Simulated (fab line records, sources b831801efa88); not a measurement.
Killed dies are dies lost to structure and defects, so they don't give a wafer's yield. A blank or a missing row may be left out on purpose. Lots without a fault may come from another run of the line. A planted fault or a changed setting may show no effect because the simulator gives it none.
fab line records | flow gf180mcu | part 1 of 2: steps 1 to 27 of 36
record lots=5 wafers=15 last_day=33
route steps=602 shown HV_LDD@206 NSD@235
lots that met no fault: from a run of the same line without faults
start_h: hours from the record's first day to the start of the lot's first wafer shown | wait_h: hours since the lot's step before | " the same as in the row above | L1.1+2: a row that stands for several wafers | - no value, or no start given | * or withheld: withheld | < > ~ a bound
route shown NAME@n: a module of which the file shows steps, and the number in the route of the first | usual: mean/standard deviation of fault-free wafers | same: alike in all rows | chamber/n: place in a boat | sites: the reading at each site | _std_site: their standard deviation | _edge_site: outer sites' mean less inner sites' | radius_mm: how far each site lies from the wafer's centre | mask NAME#n: copy n | behind: the tool/chamber that last shaped the wafer | hold: why the lot was held/for how many hours/how that ended | device: the transistor (n, p or np) that didn't switch | end of line: the same wafers' tests at the end of the route | a step without rows: its recipe alone | killed: dies lost to structure and defects at the first sort, not the wafer's yield | map: a wafer's dies, x killed, . not, _ none there
set.NAME: the setting as run; set.NAME@STEP: as run at that earlier step | model.NAME: the simulator's own value behind a step, which no gauge read
lots at some steps of the route; a table a step, a row a wafer
services: from which hour (start_h, from the record's first day; less than 0 if before it) a tool's chamber was out of use, for how many hours, and why
## steps
# step GF_HV_LDD_DEVELOP_30
# recipe develop_time_s=60 dev_temp_c=23
# usual exhaust_pa=45.1/0.9
# columns lot.wafer tool chamber start_h wait_h exhaust_pa
L077.4 litho_track-02 0 273.56 0.1 44.6
L077.5 " 0 " " 45.0
L077.6 " 0 " " 44.7
L078.1 litho_track-02 0 284.49 0.1 45.5
L078.3 " 0 " " 45.6
L078.5 " 0 " " 45.9
L080.1 litho_track-02 0 299.39 0.1 44.8
L080.3 " 0 " " 43.6
L080.6 " 0 " " 44.2
L087.3 litho_track-03 0 352.68 0.1 46.0
L087.5 " 0 " " 44.9
L087.6 " 0 " " 44.5
L093.1 litho_track-01 0 399.87 0.1 44.6
L093.3 " 0 " " 45.7
L093.5 " 0 " " 44.4
# step GF_HV_LDD_CD_MEAS_31
# recipe target_cd_nm=400
# usual cd_nm=400.1/1.8
# columns lot.wafer tool chamber start_h wait_h cd_nm
L077.4 cd_sem-02 - 273.70 0.1 395.3
L077.5 " - " " 396.9
L077.6 " - " " 397.5
L078.1 cd_sem-02 - 284.64 0.1 401.1
L078.3 " - " " 398.0
L078.5 " - " " 398.3
L080.1 cd_sem-01 - 299.54 0.1 400.6
L080.3 " - " " 398.9
L080.6 " - " " 400.9
L087.3 cd_sem-01 - 352.82 0.1 401.9
L087.5 " - " " 399.5
L087.6 " - " " 399.4
L093.1 cd_sem-01 - 400.02 0.1 401.1
L093.3 " - " " 401.8
L093.5 " - " " 401.4
# step GF_HV_LDD_OVL_MEAS_32
# usual HV_LDD_02_OVL=-1.1/1.3
# columns lot.wafer tool chamber start_h wait_h HV_LDD_02_OVL[nm]
L077.4 overlay-01 - 273.78 0.1 -1.8
L077.5 " - " " -1.6
L077.6 " - " " -2.5
L078.1 overlay-01 - 284.76 0.1 1.5
L078.3 " - " " -0.7
L078.5 " - " " 0.2
L080.1 overlay-02 - 299.66 0.1 -4.6
L080.3 " - " " -3.0
L080.6 " - " " -3.6
L087.3 overlay-01 - 352.91 0.1 -2.7
L087.5 " - " " -1.7
L087.6 " - " " -1.7
L093.1 overlay-02 - 400.14 0.1 0.6
L093.3 " - " " 0.1
L093.5 " - " " 0.5
# step GF_HV_LDD_IMPLANT_33
# recipe species=P energy_kev=60 dose_cm2=7.5e+12 tilt_deg=30 rotation_deg=0
# columns lot.wafer tool chamber start_h wait_h
L077.4+5+6 implanter-04 0 273.87 0.1
L078.1+3+5 implanter-02 0 284.79 0.0
L080.1+3+6 implanter-04 0 299.69 0.0
L087.3+5+6 implanter-03 0 352.99 0.1
L093.1+3+5 implanter-04 0 400.17 0.0
# step GF_HV_LDD_IMPLANT_34
# recipe species=P energy_kev=60 dose_cm2=7.5e+12 tilt_deg=30 rotation_deg=90
# columns lot.wafer tool chamber start_h wait_h
L077.4+5+6 implanter-04 0 274.02 0.1
L078.1+3+5 implanter-02 0 284.94 0.1
L080.1+3+6 implanter-04 0 299.84 0.1
L087.3+5+6 implanter-03 0 353.14 0.1
L093.1+3+5 implanter-04 0 400.32 0.1
# step GF_HV_LDD_IMPLANT_35
# recipe species=P energy_kev=60 dose_cm2=7.5e+12 tilt_deg=30 rotation_deg=180
# columns lot.wafer tool chamber start_h wait_h
L077.4+5+6 implanter-04 0 274.17 0.1
L078.1+3+5 implanter-02 0 285.09 0.1
L080.1+3+6 implanter-04 0 299.99 0.1
L087.3+5+6 implanter-03 0 353.29 0.1
L093.1+3+5 implanter-04 0 400.47 0.1
# step GF_HV_LDD_IMPLANT_36
# recipe species=P energy_kev=60 dose_cm2=7.5e+12 tilt_deg=30 rotation_deg=270
# columns lot.wafer tool chamber start_h wait_h
L077.4+5+6 implanter-04 0 274.32 0.1
L078.1+3+5 implanter-02 0 285.24 0.1
L080.1+3+6 implanter-04 0 300.14 0.1
L087.3+5+6 implanter-03 0 353.44 0.1
L093.1+3+5 implanter-04 0 400.62 0.1
# step GF_HV_LDD_STRIP_37
# recipe chemistry=O2/N2 power_w=1400 pressure_mtorr=1500 platen_temp_c=250 o2_flow_sccm=3000 n2_flow_sccm=300 overash_fraction=0.5
# usual drypump_motor_current_A=5.6/0.44 heater_power_w=313/26 oes_product_au=0.716/0.0041 platen_temp_c=250.00/0.18 strip_time_to_endpoint_s=12.63/0.039
# columns lot.wafer tool chamber start_h wait_h drypump_motor_current_A heater_power_w oes_product_au platen_temp_c rf_hours_counter_h strip_time_to_endpoint_s
L077.4 plasma_asher-01 1 274.43 0.1 5.7 361 0.722 249.82 - 12.66
L077.5 " 0 " " 5.3 313 0.721 249.90 - 12.66
L077.6 " 1 " " 5.7 365 0.720 249.88 - 12.70
L078.1 plasma_asher-01 0 285.39 0.1 5.3 311 0.721 250.22 54 12.67
L078.3 " 0 " " 5.3 321 0.712 250.17 - 12.69
L078.5 " 1 " " 5.6 366 0.720 250.07 - 12.66
L080.1 plasma_asher-03 0 300.29 0.1 5.6 281 0.713 249.90 24 12.67
L080.3 " 1 " " 6.2 306 0.718 249.88 - 12.64
L080.6 " 0 " " 5.7 288 0.718 250.10 - 12.69
L087.3 plasma_asher-02 1 353.57 0.1 6.1 306 0.722 249.94 - 12.62
L087.5 " 1 " " 6.1 317 0.715 250.03 - 12.65
L087.6 " 0 " " 4.9 290 0.710 249.73 - 12.59
L093.1 plasma_asher-01 0 400.77 0.1 5.3 318 0.713 249.92 65 12.64
L093.3 " 0 " " 5.3 311 0.711 249.96 - 12.61
L093.5 " 0 " " 5.3 315 0.717 249.70 - 12.60
# step GF_HV_LDD_TW_MEAS_38
# usual HV_LDD_3_TW=1447/14
# columns lot.wafer tool chamber start_h wait_h HV_LDD_3_TW
L077.4 film_metro-01 - 274.52 0.1 1471
L077.5 " - " " 1463
L077.6 " - " " 1470
L078.1 film_metro-01 - 285.49 0.1 1457
L078.3 " - " " 1459
L078.5 " - " " 1462
L080.1 film_metro-02 - 300.39 0.1 1446
L080.3 " - " " 1447
L080.6 " - " " 1459
L087.3 film_metro-04 - 353.66 0.1 1443
L087.5 " - " " 1439
L087.6 " - " " 1449
L093.1 film_metro-02 - 400.87 0.1 1436
L093.3 " - " " 1434
L093.5 " - " " 1444
# step GF_HV_LDD_DEHYDRATE_39
# recipe temp_c=200 time_s=60
# usual exhaust_pa=45.1/0.83
# columns lot.wafer tool chamber start_h wait_h exhaust_pa
L077.4 litho_track-02 0 283.81 9.3 45.7
L077.5 " 0 " " 45.8
L077.6 " 0 " " 46.2
L078.1 litho_track-02 0 295.04 9.5 45.9
L078.3 " 0 " " 47.4
L078.5 " 0 " " 45.1
L080.1 litho_track-02 0 310.09 9.7 46.1
L080.3 " 0 " " 46.2
L080.6 " 0 " " 45.9
L087.3 litho_track-01 0 363.52 9.8 46.4
L087.5 " 0 " " 46.1
L087.6 " 0 " " 45.0
L093.1 litho_track-01 0 411.52 10.6 43.9
L093.3 " 0 " " 44.5
L093.5 " 0 " " 45.3
# step GF_HV_LDD_HMDS_40
# recipe prime_time_s=60 prime_temp_c=120
# usual exhaust_pa=45.0/0.89 prime_temp_c=119.97/0.15
# columns lot.wafer tool chamber start_h wait_h exhaust_pa prime_temp_c
L077.4 litho_track-02 0 283.96 0.1 44.4 119.95
L077.5 " 0 " " 44.0 119.92
L077.6 " 0 " " 45.8 119.90
L078.1 litho_track-02 0 295.19 0.1 46.0 119.73
L078.3 " 0 " " 45.6 119.67
L078.5 " 0 " " 45.7 119.87
L080.1 litho_track-02 0 310.24 0.1 44.5 119.81
L080.3 " 0 " " 46.0 119.96
L080.6 " 0 " " 47.0 119.91
L087.3 litho_track-01 0 363.67 0.1 44.3 119.90
L087.5 " 0 " " 44.3 120.02
L087.6 " 0 " " 44.2 119.92
L093.1 litho_track-01 0 411.67 0.1 45.8 120.00
L093.3 " 0 " " 44.6 120.15
L093.5 " 0 " " 45.1 120.14
# step GF_HV_LDD_COAT_41
# recipe resist=NOVOLAK spin_rpm=3000 resist_thk_nm=1000
# usual exhaust_pa=45.2/0.97 spin_speed_rpm=3000.1/1.6
# columns lot.wafer tool chamber start_h wait_h exhaust_pa spin_speed_rpm
L077.4 litho_track-02 0 284.11 0.1 45.8 3001.4
L077.5 " 0 " " 44.2 3002.7
L077.6 " 0 " " 46.1 2999.7
L078.1 litho_track-02 0 295.34 0.1 44.2 3001.3
L078.3 " 0 " " 44.1 2997.5
L078.5 " 0 " " 43.3 2998.3
L080.1 litho_track-02 0 310.39 0.1 45.0 2999.8
L080.3 " 0 " " 45.1 2996.7
L080.6 " 0 " " 44.7 3001.4
L087.3 litho_track-01 0 363.82 0.1 44.7 3001.8
L087.5 " 0 " " 44.7 2998.1
L087.6 " 0 " " 46.0 2997.6
L093.1 litho_track-01 0 411.82 0.1 44.6 3002.0
L093.3 " 0 " " 44.6 2998.7
L093.5 " 0 " " 45.3 3000.0
# step GF_HV_LDD_SOFTBAKE_42
# recipe temp_c=90 time_s=60 resist=NOVOLAK
# usual exhaust_pa=45.1/0.86
# columns lot.wafer tool chamber start_h wait_h exhaust_pa
L077.4 litho_track-02 0 284.26 0.1 45.0
L077.5 " 0 " " 44.6
L077.6 " 0 " " 43.4
L078.1 litho_track-02 0 295.49 0.1 46.3
L078.3 " 0 " " 45.5
L078.5 " 0 " " 44.9
L080.1 litho_track-02 0 310.54 0.1 44.3
L080.3 " 0 " " 46.3
L080.6 " 0 " " 45.3
L087.3 litho_track-01 0 363.97 0.1 45.2
L087.5 " 0 " " 45.3
L087.6 " 0 " " 46.2
L093.1 litho_track-01 0 411.97 0.1 44.9
L093.3 " 0 " " 44.7
L093.5 " 0 " " 45.3
# step GF_HV_LDD_EXPOSE_43
# recipe mask_id=Pplus_HV_AREA target_cd_nm=400 na=0.6 source_shape=conventional sigma_outer=0.6 dose_mj=140
# columns lot.wafer tool chamber start_h wait_h mask
L077.4+5+6 iline_stepper-02 0 - - Pplus_HV_AREA#0
L078.1+3+5 iline_stepper-02 0 - - Pplus_HV_AREA#0
L080.1+3+6 iline_stepper-01 0 - - Pplus_HV_AREA#0
L087.3+5+6 iline_stepper-02 0 - - Pplus_HV_AREA#0
L093.1+3+5 iline_stepper-01 0 - - Pplus_HV_AREA#0
# step GF_HV_LDD_PEB_44
# recipe temp_c=withheld time_s=* resist=NOVOLAK
# usual exhaust_pa=45.1/0.8
# columns lot.wafer tool chamber start_h wait_h exhaust_pa
L077.4 litho_track-01 0 - - 44.5
L077.5 " 0 " " 44.9
L077.6 " 0 " " 46.3
L078.1 litho_track-03 0 - - 45.6
L078.3 " 0 " " 44.8
L078.5 " 0 " " 45.1
L080.1 litho_track-03 0 - - 45.1
L080.3 " 0 " " 44.5
L080.6 " 0 " " 44.3
L087.3 litho_track-02 0 - - 44.8
L087.5 " 0 " " 45.0
L087.6 " 0 " " 44.3
L093.1 litho_track-02 0 - - 45.1
L093.3 " 0 " " 46.9
L093.5 " 0 " " 45.9
# step GF_HV_LDD_DEVELOP_45
# recipe develop_time_s=60 dev_temp_c=23
# usual exhaust_pa=44.9/0.87
# columns lot.wafer tool chamber start_h wait_h exhaust_pa
L077.4 litho_track-01 0 294.19 0.1 45.2
L077.5 " 0 " " 45.8
L077.6 " 0 " " 45.1
L078.1 litho_track-03 0 305.23 0.1 46.4
L078.3 " 0 " " 45.1
L078.5 " 0 " " 45.3
L080.1 litho_track-03 0 321.38 0.1 43.4
L080.3 " 0 " " 44.5
L080.6 " 0 " " 45.1
L087.3 litho_track-02 0 375.44 0.1 46.4
L087.5 " 0 " " 43.1
L087.6 " 0 " " 44.1
L093.1 litho_track-02 0 424.04 0.1 44.5
L093.3 " 0 " " 45.6
L093.5 " 0 " " 45.2
# step GF_HV_LDD_CD_MEAS_46
# recipe target_cd_nm=400
# usual cd_nm=399.9/2
# columns lot.wafer tool chamber start_h wait_h cd_nm
L077.4 cd_sem-02 - 294.33 0.1 401.1
L077.5 " - " " 400.8
L077.6 " - " " 401.4
L078.1 cd_sem-02 - 305.38 0.1 401.6
L078.3 " - " " 402.4
L078.5 " - " " 400.5
L080.1 cd_sem-02 - 321.53 0.1 400.7
L080.3 " - " " 404.0
L080.6 " - " " 404.5
L087.3 cd_sem-01 - 375.58 0.1 403.3
L087.5 " - " " 402.5
L087.6 " - " " 405.7
L093.1 cd_sem-01 - 424.19 0.1 399.2
L093.3 " - " " 399.7
L093.5 " - " " 398.7
# step GF_HV_LDD_OVL_MEAS_47
# usual HV_LDD_03_OVL=0.4/1.6
# columns lot.wafer tool chamber start_h wait_h HV_LDD_03_OVL[nm]
L077.4 overlay-02 - 294.41 0.1 -0.6
L077.5 " - " " -2.1
L077.6 " - " " -2.0
L078.1 overlay-02 - 305.50 0.1 0.3
L078.3 " - " " -0.3
L078.5 " - " " 0.7
L080.1 overlay-01 - 321.65 0.1 0.7
L080.3 " - " " -0.6
L080.6 " - " " 0.7
L087.3 overlay-02 - 375.67 0.1 -0.8
L087.5 " - " " -1.5
L087.6 " - " " 0.2
L093.1 overlay-01 - 424.31 0.1 1.6
L093.3 " - " " 1.7
L093.5 " - " " 1.4
# step GF_HV_LDD_IMPLANT_48
# recipe species=B energy_kev=25 dose_cm2=3e+13 tilt_deg=7
# columns lot.wafer tool chamber start_h wait_h
L077.4+5+6 implanter-03 0 294.50 0.1
L078.1+3+5 implanter-02 0 305.54 0.0
L080.1+3+6 implanter-03 0 321.69 0.0
L087.3+5+6 implanter-02 0 375.74 0.1
L093.1+3+5 implanter-02 0 424.34 0.0
# step GF_HV_LDD_STRIP_49
# recipe chemistry=O2/N2 power_w=1400 pressure_mtorr=1500 platen_temp_c=250 o2_flow_sccm=3000 n2_flow_sccm=300 overash_fraction=0.5
# usual drypump_motor_current_A=5.5/0.39 heater_power_w=322/27 oes_product_au=0.716/0.0042 platen_temp_c=249.98/0.2 strip_time_to_endpoint_s=12.63/0.034
# columns lot.wafer tool chamber start_h wait_h drypump_motor_current_A heater_power_w oes_product_au platen_temp_c rf_hours_counter_h strip_time_to_endpoint_s
L077.4 plasma_asher-01 1 294.61 0.1 5.7 362 0.713 249.82 - 12.68
L077.5 " 1 " " 5.7 357 0.717 249.91 - 12.66
L077.6 " 0 " " 5.3 321 0.711 249.96 - 12.62
L078.1 plasma_asher-03 0 305.69 0.1 5.6 294 0.717 249.96 24 12.61
L078.3 " 0 " " 5.6 299 0.715 249.73 - 12.64
L078.5 " 1 " " 6.2 312 0.717 249.89 - 12.66
L080.1 plasma_asher-02 1 321.84 0.1 6.0 299 0.713 249.73 61 12.60
L080.3 " 1 " " 6.0 312 0.715 249.78 - 12.58
L080.6 " 0 " " 4.9 291 0.711 249.68 - 12.60
L087.3 plasma_asher-01 1 375.88 0.1 5.7 366 0.721 250.17 - 12.63
L087.5 " 0 " " 5.3 318 0.722 249.91 - 12.66
L087.6 " 1 " " 5.7 361 0.717 250.13 - 12.61
L093.1 plasma_asher-01 1 424.49 0.1 5.7 351 0.718 250.14 68 12.65
L093.3 " 0 " " 5.3 316 0.715 249.80 - 12.64
L093.5 " 0 " " 5.3 315 0.720 249.69 - 12.64
# step GF_HV_LDD_TW_MEAS_50
# usual HV_LDD_4_TW=573/5.3
# columns lot.wafer tool chamber start_h wait_h HV_LDD_4_TW
L077.4 film_metro-01 - 294.70 0.1 581
L077.5 " - " " 577
L077.6 " - " " 580
L078.1 film_metro-04 - 305.79 0.1 567
L078.3 " - " " 568
L078.5 " - " " 571
L080.1 film_metro-04 - 321.94 0.1 566
L080.3 " - " " 568
L080.6 " - " " 570
L087.3 film_metro-02 - 375.96 0.1 572
L087.5 " - " " 571
L087.6 " - " " 571
L093.1 film_metro-02 - 424.59 0.1 572
L093.3 " - " " 573
L093.5 " - " " 569
# step GF_HV_LDD_CLEAN_51
# recipe chemistry=SC1/SC2 mix=1:4:20 temp_c=70 time_s=150 dry=n2_spin
# columns lot.wafer tool chamber start_h wait_h
L077.4+5+6 wet_bench-04 0 294.73 0.0
L078.1+3+5 wet_bench-01 1 305.85 0.1
L080.1+3+6 wet_bench-03 0 322.00 0.1
L087.3+5+6 wet_bench-01 3 376.00 0.0
L093.1+3+5 wet_bench-03 2 424.65 0.1
# step GF_HV_LDD_RTA_52
# recipe temp_c=1000 time_s=10 ambient=N2
# usual wafer_temp_C_max=1003.4/0.7
# same lamp_power_pct=29
# columns lot.wafer tool chamber start_h wait_h wafer_temp_C_max
L077.4 rtp_anneal-02 0 294.82 0.0 1002.9
L077.5 " 0 " " 1004.5
L077.6 " 0 " " 1003.4
L078.1 rtp_anneal-02 0 305.90 0.0 1003.3
L078.3 " 0 " " 1003.6
L078.5 " 0 " " 1002.8
L080.1 rtp_anneal-02 0 322.05 0.0 1002.4
L080.3 " 0 " " 1003.0
L080.6 " 0 " " 1003.0
L087.3 rtp_anneal-02 0 376.07 0.0 1003.4
L087.5 " 0 " " 1005.1
L087.6 " 0 " " 1004.5
L093.1 rtp_anneal-02 0 424.70 0.0 1003.4
L093.3 " 0 " " 1002.8
L093.5 " 0 " " 1003.1
# step GF_HV_LDD_RS_MEAS_53
# recipe thk_meas_gauge=four-point-probe
# usual HV_LDD_RS=417.8/0.94
# columns lot.wafer tool chamber start_h wait_h HV_LDD_RS[ohm/sq]
L077.4 film_metro-02 - 294.91 0.1 417.0
L077.5 " - " " 417.5
L077.6 " - " " 418.0
L078.1 film_metro-02 - 305.97 0.1 416.8
L078.3 " - " " 417.7
L078.5 " - " " 416.8
L080.1 film_metro-04 - 322.12 0.1 416.7
L080.3 " - " " 416.7
L080.6 " - " " 417.1
L087.3 film_metro-01 - 376.16 0.1 416.4
L087.5 " - " " 417.3
L087.6 " - " " 416.7
L093.1 film_metro-04 - 424.77 0.1 418.9
L093.3 " - " " 418.6
L093.5 " - " " 419.3
# step GF_HV_LDD_CVD_54
# recipe material=SiO2 target_thk_nm=10 precursor=TEOS temp_c=680 time_s=75 pressure_mtorr=400
# usual spike_tc_lower_C=679.9/1.6 susceptor_temp_C=679.9/0.31 zone_power_bottom_pct=16.4/1.8
# columns lot.wafer tool chamber start_h wait_h spike_tc_lower_C susceptor_temp_C zone_power_bottom_pct
L077.4 lpcvd-01 0 294.97 0.0 679.9 679.6 15.1
L077.5 " 0 " " 678.7 679.6 14.7
L077.6 " 0 " " 680.0 679.1 15.1
L078.1 lpcvd-01 1 306.09 0.1 679.8 679.7 14.4
L078.3 " 1 " " 679.1 679.7 14.4
L078.5 " 1 " " 679.5 679.7 14.7
L080.1 lpcvd-01 1 322.24 0.1 678.4 680.0 14.5
L080.3 " 1 " " 677.8 680.3 14.2
L080.6 " 1 " " 678.8 680.3 14.6
L087.3 lpcvd-01 0 376.24 0.1 679.7 679.9 15.0
L087.5 " 0 " " 680.5 680.3 14.9
L087.6 " 0 " " 680.2 680.3 15.0
L093.1 lpcvd-02 0 424.89 0.1 682.7 680.1 19.0
L093.3 " 0 " " 681.2 679.9 19.1
L093.5 " 0 " " 681.0 679.9 19.2
# step GF_HV_LDD_THK_MEAS_55
# recipe reads=SiO2_of_HV_LDD_CVD_54
# usual HV_LDD_CVD_54_THK=10.00/0.13
# columns lot.wafer tool chamber start_h wait_h HV_LDD_CVD_54_THK[nm]
L077.4 film_metro-01 - 296.02 0.0 10.21
L077.5 " - " " 10.18
L077.6 " - " " 10.28
L078.1 film_metro-01 - 307.11 0.0 9.93
L078.3 " - " " 9.97
L078.5 " - " " 10.13
L080.1 film_metro-04 - 323.26 0.0 10.01
L080.3 " - " " 9.95
L080.6 " - " " 9.92
L087.3 film_metro-04 - 377.28 0.0 10.11
L087.5 " - " " 10.12
L087.6 " - " " 10.11
L093.1 film_metro-01 - 425.91 0.0 9.92
L093.3 " - " " 10.09
L093.5 " - " " 9.92
# step GF_HV_LDD_CVD_56
# recipe material=Si3N4 precursor=DCS/NH3 target_thk_nm=90 temp_c=770 time_s=1543 pressure_mtorr=250
# usual spike_tc_lower_C=770.2/1.8 susceptor_temp_C=770.0/0.39 zone_power_bottom_pct=21.0/2.3
# columns lot.wafer tool chamber start_h wait_h spike_tc_lower_C susceptor_temp_C zone_power_bottom_pct
L077.4 lpcvd-01 0 296.05 0.0 769.1 770.5 19.4
L077.5 " 0 " " 773.6 770.1 19.2
L077.6 " 0 " " 769.1 769.9 19.0
L078.1 lpcvd-02 1 307.17 0.1 769.1 769.3 21.6
L078.3 " 1 " " 770.4 769.4 21.9
L078.5 " 1 " " 769.3 769.7 21.5
L080.1 lpcvd-02 1 324.55 1.3 770.2 769.8 21.8
L080.3 " 1 " " 768.5 770.0 21.5
L080.6 " 1 " " 770.9 770.2 21.6
L087.3 lpcvd-02 0 377.32 0.0 772.8 770.0 24.2
L087.5 " 0 " " 774.0 769.5 24.7
L087.6 " 0 " " 773.5 770.3 24.2
L093.1 lpcvd-01 1 425.97 0.1 768.0 769.5 18.4
L093.3 " 1 " " 769.7 770.1 18.2
L093.5 " 1 " " 769.9 769.5 18.5
